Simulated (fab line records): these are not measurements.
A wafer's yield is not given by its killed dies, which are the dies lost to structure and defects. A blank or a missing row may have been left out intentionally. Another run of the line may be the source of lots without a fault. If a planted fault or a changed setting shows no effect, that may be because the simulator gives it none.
Which tool was responsible? :: flow sky130 :: Sampling: 12 lots, 36 wafers, 5 of 708 route steps

== WHAT EACH GAUGE READ, for each wafer ==
SKY_VT_ADJUST_LVTN_OVL_MEAS_07. Usual: VT_ADJUST_LVTN_OVL gives -0.1 nm (standard deviation 1.1).
lot: L701
measured: day 6 22:09
on: overlay-02
VT_ADJUST_LVTN_OVL (nm): -2.4 -1.1 1.0
flag: 

lot: L702
measured: day 7 00:52
on: overlay-02
VT_ADJUST_LVTN_OVL (nm): 0.1 -0.2 0.9
flag: 

lot: L704
measured: day 7 14:18
on: overlay-01
VT_ADJUST_LVTN_OVL (nm): 0.4 0.4 0.8
flag: 

lot: L708
measured: day 8 20:16
on: overlay-02
VT_ADJUST_LVTN_OVL (nm): 0.0 -1.2 -0.9
flag: 

lot: L709
measured: day 8 21:16
on: overlay-02
VT_ADJUST_LVTN_OVL (nm): 1.1 -1.4 -0.4
flag: 

lot: L710
measured: day 9 04:39
on: overlay-02
VT_ADJUST_LVTN_OVL (nm): 0.5 -0.7 0.7
flag: 

lot: L718
measured: day 12 01:09
on: overlay-01
VT_ADJUST_LVTN_OVL (nm): 1.1 1.8 1.3
flag: 

lot: L717
measured: day 12 03:25
on: overlay-02
VT_ADJUST_LVTN_OVL (nm): 1.1 0.3 0.2
flag: 

lot: L719
measured: day 12 09:10
on: overlay-02
VT_ADJUST_LVTN_OVL (nm): -0.6 -0.1 0.0
flag: 

lot: L721
measured: day 12 14:28
on: overlay-02
VT_ADJUST_LVTN_OVL (nm): 0.3 0.1 1.1
flag: 

lot: L722
measured: day 12 20:43
on: overlay-01
VT_ADJUST_LVTN_OVL (nm): -1.2 -0.7 -1.1
flag: 

lot: L723
measured: day 12 20:55
on: overlay-02
VT_ADJUST_LVTN_OVL (nm): -0.6 -0.5 0.5
flag: 

SKY_SONOS_ONO_THK_MEAS_03. Usual: SONOS_ONO_CVD_02_THK gives 10.53 nm (standard deviation 0.13).
lot: L701
measured: day 11 18:29
on: filmMetro-04
SONOS_ONO_CVD_02_THK (nm): 10.44 10.50 10.48
flag: 

lot: L702
measured: day 11 18:29
on: filmMetro-03
SONOS_ONO_CVD_02_THK (nm): 10.81 10.83 10.66
flag: 

lot: L704
measured: day 12 09:38
on: filmMetro-01
SONOS_ONO_CVD_02_THK (nm): 10.69 10.56 10.56
flag: 

lot: L708
measured: day 13 23:42
on: filmMetro-03
SONOS_ONO_CVD_02_THK (nm): 5.83 5.79 5.72 5.87 5.81 5.74
flag: OFF

lot: L709
measured: day 13 23:43
on: filmMetro-01
SONOS_ONO_CVD_02_THK (nm): 5.57 5.69 5.71 5.61 5.69 5.77
flag: OFF

lot: L710
measured: day 14 08:07
on: filmMetro-03
SONOS_ONO_CVD_02_THK (nm): 5.70 5.80 5.76 5.73 5.71 5.79
flag: OFF

lot: L718
measured: day 17 19:35
on: filmMetro-01
SONOS_ONO_CVD_02_THK (nm): 10.51 10.79 10.74
flag: 

lot: L717
measured: day 17 23:51
on: filmMetro-04
SONOS_ONO_CVD_02_THK (nm): 10.55 10.51 10.52
flag: 

lot: L719
measured: day 18 10:29
on: filmMetro-04
SONOS_ONO_CVD_02_THK (nm): 10.52 10.68 10.68
flag: 

lot: L721
measured: day 18 10:29
on: filmMetro-03
SONOS_ONO_CVD_02_THK (nm): 10.63 10.64 10.59
flag: 

lot: L722
measured: day 18 17:47
on: filmMetro-04
SONOS_ONO_CVD_02_THK (nm): 10.44 10.45 10.30
flag: 

lot: L723
measured: day 18 21:26
on: filmMetro-01
SONOS_ONO_CVD_02_THK (nm): 10.39 10.35 10.40
flag: 

SKY_SONOS_ONO_CD_MEAS_13: target cd 410 nm. Usual: cdNm reads 409.6 nm (standard deviation 1.7).
lot: L701
measured: day 12 19:47
on: cdSem-02
cdNm (nm): 408.6 410.4 408.2
flag: 

lot: L702
measured: day 12 20:00
on: cdSem-01
cdNm (nm): 410.0 412.7 411.5
flag: 

lot: L704
measured: day 13 11:06
on: cdSem-01
cdNm (nm): 411.1 411.8 411.3
flag: 

lot: L708
measured: day 15 03:37
on: cdSem-01
cdNm (nm): 409.4 409.7 411.0
flag: 

lot: L709
measured: day 15 04:33
on: cdSem-01
cdNm (nm): 408.4 410.1 407.3
flag: 

lot: L710
measured: day 15 12:11
on: cdSem-01
cdNm (nm): 410.5 409.9 410.4
flag: 

lot: L718
measured: day 19 02:25
on: cdSem-02
cdNm (nm): 408.2 407.0 408.7
flag: 

lot: L717
measured: day 19 07:37
on: cdSem-02
cdNm (nm): 409.5 410.2 411.9
flag: 

lot: L719
measured: day 19 20:17
on: cdSem-02
cdNm (nm): 408.3 409.4 410.3
flag: 

lot: L721
measured: day 19 18:49
on: cdSem-01
cdNm (nm): 407.5 411.0 408.7
flag: 

lot: L722
measured: day 20 02:28
on: cdSem-01
cdNm (nm): 409.2 410.1 410.1
flag: 

lot: L723
measured: day 20 07:09
on: cdSem-02
cdNm (nm): 409.3 410.7 409.2
flag: 

== TOOL THAT RAN EACH LOT (tool first, then ch and the chambers of the sampled wafers, then the start) ==
lot: L701
SKY_VT_ADJUST_LVTN_STRIP_20: plasmaAsher-03 ch 0,1, day 7 18:41
SKY_SONOS_ONO_CVD_02: lpcvd-02 ch 1, day 11 17:26

lot: L702
SKY_VT_ADJUST_LVTN_STRIP_20: plasmaAsher-01 ch 0,1, day 7 20:38
SKY_SONOS_ONO_CVD_02: lpcvd-02 ch 0, day 11 17:26

lot: L704
SKY_VT_ADJUST_LVTN_STRIP_20: plasmaAsher-03 ch 0,1, day 8 10:41
SKY_SONOS_ONO_CVD_02: lpcvd-02 ch 0, day 12 08:35

lot: L708
SKY_VT_ADJUST_LVTN_STRIP_20: plasmaAsher-04 ch 0,1, day 9 18:47
SKY_SONOS_ONO_CVD_02: lpcvd-02 ch 1, day 13 22:39

lot: L709
SKY_VT_ADJUST_LVTN_STRIP_20: plasmaAsher-03 ch 0,1, day 9 20:02
SKY_SONOS_ONO_CVD_02: lpcvd-02 ch 1, day 13 22:39

lot: L710
SKY_VT_ADJUST_LVTN_STRIP_20: plasmaAsher-03 ch 0,1, day 10 02:50
SKY_SONOS_ONO_CVD_02: lpcvd-02 ch 1, day 14 07:04

lot: L718
SKY_VT_ADJUST_LVTN_STRIP_20: plasmaAsher-01 ch 0,1, day 13 01:56
SKY_SONOS_ONO_CVD_02: lpcvd-02 ch 1, day 17 18:31

lot: L717
SKY_VT_ADJUST_LVTN_STRIP_20: plasmaAsher-04 ch 0,1, day 13 04:22
SKY_SONOS_ONO_CVD_02: lpcvd-02 ch 0, day 17 22:46

lot: L719
SKY_VT_ADJUST_LVTN_STRIP_20: plasmaAsher-04 ch 0,1, day 13 10:13
SKY_SONOS_ONO_CVD_02: lpcvd-02 ch 0, day 18 08:53

lot: L721
SKY_VT_ADJUST_LVTN_STRIP_20: plasmaAsher-04 ch 0,1, day 13 15:31
SKY_SONOS_ONO_CVD_02: lpcvd-02 ch 1, day 18 08:53

lot: L722
SKY_VT_ADJUST_LVTN_STRIP_20: plasmaAsher-03 ch 0,1, day 13 21:42
SKY_SONOS_ONO_CVD_02: lpcvd-02 ch 1, day 18 16:44

lot: L723
SKY_VT_ADJUST_LVTN_STRIP_20: plasmaAsher-01 ch 0,1, day 13 22:38
SKY_SONOS_ONO_CVD_02: lpcvd-02 ch 0, day 18 20:23
- SKY_VT_ADJUST_LVTN_STRIP_20: strips in O2/N2.
- SKY_SONOS_ONO_CVD_02: deposits Si3N4 from DCS/NH3, target thk 10.5 nm, time 180 s.

== WHAT THE TOOLS THEMSELVES READ (means of the sampled wafers that have a number; where no wafer has one, the mark that the record gives instead) ==
SKY_VT_ADJUST_LVTN_STRIP_20. Usual: drypumpMotorCurrentA 5.56 A, standard deviation 0.24; n2FlowSccm 300.1 sccm, standard deviation 0.89; oesProductAu 0.716 a.u., standard deviation 0.0044; stripTimeToEndpointS 14.18 s, standard deviation 0.033.
lot: L701
tool: plasmaAsher-03
drypumpMotorCurrentA (A): 5.61
n2FlowSccm (sccm): 300.5
oesProductAu (a.u.): 0.712
stripTimeToEndpointS (s): 14.20
flag: 

lot: L702
tool: plasmaAsher-01
drypumpMotorCurrentA (A): 5.32
n2FlowSccm (sccm): 300.6
oesProductAu (a.u.): 0.719
stripTimeToEndpointS (s): 14.20
flag: 

lot: L704
tool: plasmaAsher-03
drypumpMotorCurrentA (A): 5.61
n2FlowSccm (sccm): 300.7
oesProductAu (a.u.): 0.713
stripTimeToEndpointS (s): 14.20
flag: 

lot: L708
tool: plasmaAsher-04
drypumpMotorCurrentA (A): 5.60
n2FlowSccm (sccm): 300.2
oesProductAu (a.u.): 0.717
stripTimeToEndpointS (s): 14.16
flag: 

lot: L709
tool: plasmaAsher-03
drypumpMotorCurrentA (A): 5.78
n2FlowSccm (sccm): 298.8
oesProductAu (a.u.): 0.716
stripTimeToEndpointS (s): 14.17
flag: 

lot: L710
tool: plasmaAsher-03
drypumpMotorCurrentA (A): 5.78
n2FlowSccm (sccm): 300.4
oesProductAu (a.u.): 0.714
stripTimeToEndpointS (s): 14.17
flag: 

lot: L718
tool: plasmaAsher-01
drypumpMotorCurrentA (A): 5.30
n2FlowSccm (sccm): 299.5
oesProductAu (a.u.): 0.720
stripTimeToEndpointS (s): 14.24
flag: 

lot: L717
tool: plasmaAsher-04
drypumpMotorCurrentA (A): 5.59
n2FlowSccm (sccm): 299.5
oesProductAu (a.u.): 0.715
stripTimeToEndpointS (s): 14.19
flag: 

lot: L719
tool: plasmaAsher-04
drypumpMotorCurrentA (A): 5.49
n2FlowSccm (sccm): 300.4
oesProductAu (a.u.): 0.716
stripTimeToEndpointS (s): 14.18
flag: 

lot: L721
tool: plasmaAsher-04
drypumpMotorCurrentA (A): 5.59
n2FlowSccm (sccm): 300.1
oesProductAu (a.u.): 0.716
stripTimeToEndpointS (s): 14.19
flag: 

lot: L722
tool: plasmaAsher-03
drypumpMotorCurrentA (A): 5.60
n2FlowSccm (sccm): 301.0
oesProductAu (a.u.): 0.715
stripTimeToEndpointS (s): 14.19
flag: 

lot: L723
tool: plasmaAsher-01
drypumpMotorCurrentA (A): 5.30
n2FlowSccm (sccm): 300.2
oesProductAu (a.u.): 0.720
stripTimeToEndpointS (s): 14.16
flag: 

SKY_SONOS_ONO_CVD_02. Usual: spikeTcCentreC 769.3 C, standard deviation 1.1; spikeTcTopC 785.7 C, standard deviation 1.1.
lot: L701
tool: lpcvd-02
spikeTcCentreC (C): 769.7
spikeTcTopC (C): 784.5
flag: 

lot: L702
tool: lpcvd-02
spikeTcCentreC (C): 769.0
spikeTcTopC (C): 786.5
flag: 

lot: L704
tool: lpcvd-02
spikeTcCentreC (C): 770.6
spikeTcTopC (C): 785.9
flag: 

lot: L708
tool: lpcvd-02
spikeTcCentreC (C): 768.6
spikeTcTopC (C): 786.1
flag: 

lot: L709
tool: lpcvd-02
spikeTcCentreC (C): 769.0
spikeTcTopC (C): 785.4
flag: 

lot: L710
tool: lpcvd-02
spikeTcCentreC (C): 768.1
spikeTcTopC (C): 785.8
flag: 

lot: L718
tool: lpcvd-02
spikeTcCentreC (C): 768.4
spikeTcTopC (C): 785.4
flag: 

lot: L717
tool: lpcvd-02
spikeTcCentreC (C): 770.4
spikeTcTopC (C): 786.0
flag: 

lot: L719
tool: lpcvd-02
spikeTcCentreC (C): 769.4
spikeTcTopC (C): 785.4
flag: 

lot: L721
tool: lpcvd-02
spikeTcCentreC (C): 768.4
spikeTcTopC (C): 785.3
flag: 

lot: L722
tool: lpcvd-02
spikeTcCentreC (C): 769.1
spikeTcTopC (C): 785.6
flag: 

lot: L723
tool: lpcvd-02
spikeTcCentreC (C): 769.7
spikeTcTopC (C): 786.1
flag: 

== THE ANSWER, worked out from the rows above alone ==
Rule: take the mean of a lot's wafers that have a number; if it is more than 3 standard deviations from the usual mean, the lot is off. A lot without any number at a reading at which 4 lots or more have one is off too. The other lots that the step has rows for count as sound. The gauges are gone through in route order, then the tools' own readings, and for those a lot's mean is taken as printed above. At the first step where some lot is off, the reading lying furthest off is the one used; lots without a number count as furthest.
Off: L708, L709, L710, at SKY_SONOS_ONO_THK_MEAS_03 (SONOS_ONO_CVD_02_THK).
A tool fits if, at a process step before that reading, it ran every lot that is off, and no sound lot after the first of them. The gauges at SKY_SONOS_ONO_THK_MEAS_03 are tried like those tools. Not one of the candidates tried fits.

== WHAT WAS PUT IN BY THE SIMULATOR ==
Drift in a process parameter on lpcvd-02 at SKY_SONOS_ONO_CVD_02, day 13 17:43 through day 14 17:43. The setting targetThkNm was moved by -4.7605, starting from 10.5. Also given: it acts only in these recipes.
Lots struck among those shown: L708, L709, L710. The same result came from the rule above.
